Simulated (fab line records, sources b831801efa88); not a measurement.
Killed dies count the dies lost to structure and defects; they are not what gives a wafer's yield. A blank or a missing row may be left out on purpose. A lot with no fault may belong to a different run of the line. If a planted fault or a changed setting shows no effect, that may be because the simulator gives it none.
Which of the tools did it?    flow gf180mcu    33 wafers from 11 lots sampled at 6 of the route's 602 steps

## WHAT THE GAUGES READ, wafer by wafer
GF_V4_THK_MEAS_01. Usual: V4_CVD_00_THK gives 602 nm (standard deviation 5.6).
lot   measured      on            V4_CVD_00_THK (nm)  flag
L332  day 23 08:50  filmMetro-02  616 610 617         
L333  day 23 13:58  filmMetro-02  602 595 605         
L337  day 25 01:32  filmMetro-02  609 599 605         
L340  day 26 06:50  filmMetro-04  596 601 601         
L341  day 26 14:02  filmMetro-01  607 604 595         
L343  day 27 09:34  filmMetro-04  602 605 610         
L346  day 28 04:53  filmMetro-01  597 604 607         
L352  day 29 16:38  filmMetro-04  600 589 596         
L353  day 29 23:06  filmMetro-04  601 604 608         
L354  day 30 05:43  filmMetro-02  592 601 598         
L355  day 30 10:17  filmMetro-02  605 599 591         

GF_V5_RS_MEAS_24: a four-point-probe measurement. Usual: V5_W_RS gives 0.3281 ohm/sq (standard deviation 0.0028).
lot   measured      on            V5_W_RS (ohm/sq)      flag
L332  day 27 04:55  filmMetro-04  0.3274 0.3259 0.3238  
L333  day 27 10:23  filmMetro-03  0.3254 0.3250 0.3274  
L337  day 28 17:40  filmMetro-03  0.3283 0.3256 0.3277  
L340  day 29 21:14  filmMetro-03  0.3331 0.3320 0.3318  
L341  day 30 01:45  filmMetro-03  0.3305 0.3353 0.3302  
L343  day 30 19:17  filmMetro-04  0.3314 0.4496 0.4467  OFF
L346  day 32 01:39  filmMetro-03  0.3263 0.3262 0.3241  
L352  day 32 18:13  filmMetro-01  0.3299 0.3280 0.3293  
L353  day 33 00:32  filmMetro-04  0.3293 0.3264 0.3254  
L354  day 33 07:28  filmMetro-03  0.3321 0.3292 0.3261  
L355  day 33 10:49  filmMetro-04  0.3318 0.3320 0.3309  

GF_V5_THK_MEAS_25: measures by xrf. Usual: V5_W_THK gives 357 nm (standard deviation 4).
lot   measured      on            V5_W_THK (nm)  flag
L332  day 27 05:02  filmMetro-04  357 357 360    
L333  day 27 10:30  filmMetro-03  361 361 360    
L337  day 28 17:47  filmMetro-03  355 358 357    
L340  day 29 21:20  filmMetro-03  351 353 351    
L341  day 30 01:52  filmMetro-03  353 347 352    
L343  day 30 19:24  filmMetro-04  354 261 263    OFF
L346  day 32 01:46  filmMetro-03  361 360 363    
L352  day 32 18:20  filmMetro-01  351 351 351    
L353  day 33 00:39  filmMetro-04  354 355 357    
L354  day 33 07:34  filmMetro-03  359 361 362    
L355  day 33 10:56  filmMetro-04  350 351 353    

## TOOL THAT RAN EACH LOT (tool first, then ch and the chambers of the sampled wafers, then the start)
lot   GF_M4_SPUTTER_00             GF_M4_SPUTTER_02             GF_V5_CVD_23
L332  pvdSputter-01, day 22 09:09  pvdSputter-01, day 22 09:17  cvdW-02 ch 0,1, day 27 04:47
L333  pvdSputter-01, day 22 14:07  pvdSputter-01, day 22 14:14  cvdW-02 ch 0,1, day 27 10:16
L337  pvdSputter-01, day 24 02:24  pvdSputter-01, day 24 02:32  cvdW-02 ch 0,1, day 28 17:32
L340  pvdSputter-02, day 25 07:57  pvdSputter-02, day 25 08:05  cvdW-01 ch 0,1, day 29 21:06
L341  pvdSputter-03, day 25 15:43  pvdSputter-03, day 25 15:51  cvdW-01 ch 0,1, day 30 01:37
L343  pvdSputter-02, day 26 11:27  pvdSputter-02, day 26 11:35  cvdW-01 ch 0,1, day 30 19:10
L346  pvdSputter-01, day 27 07:16  pvdSputter-01, day 27 07:23  cvdW-02 ch 0,1, day 32 01:32
L352  pvdSputter-02, day 28 20:56  pvdSputter-02, day 28 21:04  cvdW-02 ch 0,1, day 32 18:07
L353  pvdSputter-02, day 29 03:07  pvdSputter-02, day 29 03:15  cvdW-01 ch 0,1, day 33 00:25
L354  pvdSputter-02, day 29 09:41  pvdSputter-02, day 29 09:49  cvdW-02 ch 0,1, day 33 07:21
L355  pvdSputter-02, day 29 14:35  pvdSputter-02, day 29 14:43  cvdW-01 ch 0,1, day 33 10:41
- GF_M4_SPUTTER_00: material Ti, target thk 37.5 nm, time 150 s.
- GF_M4_SPUTTER_02: material AlCu, target thk 450 nm, time 23.9 s.
- GF_V5_CVD_23: deposits W, target thk 350 nm, time 104.9 s.

## AS READ BY THE TOOLS THEMSELVES (means over the sampled wafers that have a number; for cases with no such wafer, the mark the record gives instead)
GF_M4_SPUTTER_00. Usual: substrateTempC 200.01 C, standard deviation 0.16; throttleValvePct 29.9 %, standard deviation 1.1.
lot   tool           substrateTempC (C)  throttleValvePct (%)  flag
L332  pvdSputter-01  199.94              29.8                  
L333  pvdSputter-01  199.85              29.8                  
L337  pvdSputter-01  200.05              29.3                  
L340  pvdSputter-02  199.94              30.6                  
L341  pvdSputter-03  200.13              30.5                  
L343  pvdSputter-02  200.10              29.6                  
L346  pvdSputter-01  199.93              29.4                  
L352  pvdSputter-02  199.95              30.9                  
L353  pvdSputter-02  199.99              30.0                  
L354  pvdSputter-02  199.93              30.3                  
L355  pvdSputter-02  199.93              30.0                  

GF_M4_SPUTTER_02. Usual: throttleValvePct reads 29.8 % (standard deviation 1.1).
lot   tool           throttleValvePct (%)  flag
L332  pvdSputter-01  29.9                  
L333  pvdSputter-01  29.8                  
L337  pvdSputter-01  29.3                  
L340  pvdSputter-02  30.6                  
L341  pvdSputter-03  30.5                  
L343  pvdSputter-02  29.6                  
L346  pvdSputter-01  29.3                  
L352  pvdSputter-02  30.7                  
L353  pvdSputter-02  29.8                  
L354  pvdSputter-02  30.4                  
L355  pvdSputter-02  29.9                  

GF_V5_CVD_23. Usual: heaterPowerW reads 854 W (standard deviation 160).
lot   tool     heaterPowerW (W)  flag
L332  cvdW-02  695               
L333  cvdW-02  697               
L337  cvdW-02  693               
L340  cvdW-01  1002              
L341  cvdW-01  988               
L343  cvdW-01  996               
L346  cvdW-02  686               
L352  cvdW-02  693               
L353  cvdW-01  938               
L354  cvdW-02  698               
L355  cvdW-01  1002              

## THE ANSWER, worked out from the rows above alone
Rule: a lot counts as off when the mean over its wafers that have a number is more than 3 standard deviations away from the usual mean. Also off: a lot with no number at a reading for which 4 or more lots have one. Where the step has rows for the other lots, those lots are counted as sound. After the gauges, taken in route order, come the tools' own readings; for these a lot's mean is taken, as printed above. The first step at which some lot is off is used, and at that step the reading that is off furthest; a lot without a number counts as furthest.
Off: L343, seen at GF_V5_RS_MEAS_24 (V5_W_RS).
If a tool, at a process step before that reading, ran all the lots that are off and no sound lot after the first of them, it fits. The gauges at GF_V5_RS_MEAS_24 are tried like those tools. None of those tried fits.

## WHAT HAD BEEN PUT IN BY THE SIMULATOR
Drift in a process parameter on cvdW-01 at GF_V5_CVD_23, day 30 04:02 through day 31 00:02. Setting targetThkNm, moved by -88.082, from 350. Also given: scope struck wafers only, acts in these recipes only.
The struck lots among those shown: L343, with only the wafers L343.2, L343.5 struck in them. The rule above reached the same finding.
